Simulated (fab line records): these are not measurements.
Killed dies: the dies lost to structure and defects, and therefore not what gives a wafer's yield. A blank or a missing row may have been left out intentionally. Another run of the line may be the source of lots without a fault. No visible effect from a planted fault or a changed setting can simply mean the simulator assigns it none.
Matching of chambers | flow sky130 | cmp-01 running SKY_VIA2_CMP_02: 4 sister chambers
The step polishes SiO2. 4 wafers are shown with their chamber, then 9 later ones without.

## WAFERS, EACH WITH ITS CHAMBER
wafer  | chamber | motor current A (A)
L247.1 | 0       | 10.7
L247.2 | 1       | 14.5
L251.5 | 2       | 12.2
L251.6 | 3       | 11.3

## WAFERS WITHOUT THEIR CHAMBER
wafer  | motor current A (A)
L252.1 | 11.6
L252.3 | 14.3
L252.5 | 14.8
L255.2 | 11.0
L255.5 | 14.5
L255.6 | 9.4
L257.2 | 11.4
L257.3 | 15.4
L257.6 | 12.2

## WHICH CHAMBER EACH ONE RAN IN
wafer  | from the rows above          | in truth
L252.1 | can't be placed: 3 or 2 or 0 | 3
L252.3 | 1                            | 1
L252.5 | 1                            | 1
L255.2 | can't be placed: 0 or 3 or 2 | 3
L255.5 | 1                            | 1
L255.6 | can't be placed: 0 or 3      | 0
L257.2 | can't be placed: 3 or 0 or 2 | 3
L257.3 | 1                            | 1
L257.6 | can't be placed: 2 or 3      | 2
Placed correctly: 4 of 9. From these rows, 5 cannot be placed; in 5 the true chamber is one of the candidates. Wrongly placed: 0.
How it was worked out, from the rows above alone: a wafer's distance from a chamber is the root of the sum, over the readings, of the square of ((its reading less the chamber's mean) divided by the reading's scatter). If the next closest chamber is less than 2 further off than the closest, the wafer can't be placed; otherwise it belongs to the closest. The mean given for a chamber averages the wafers shown for that chamber. The scatter (one wafer shown for each chamber): square how far every hidden wafer sits from the nearest shown wafer, average those squares and take the square root.
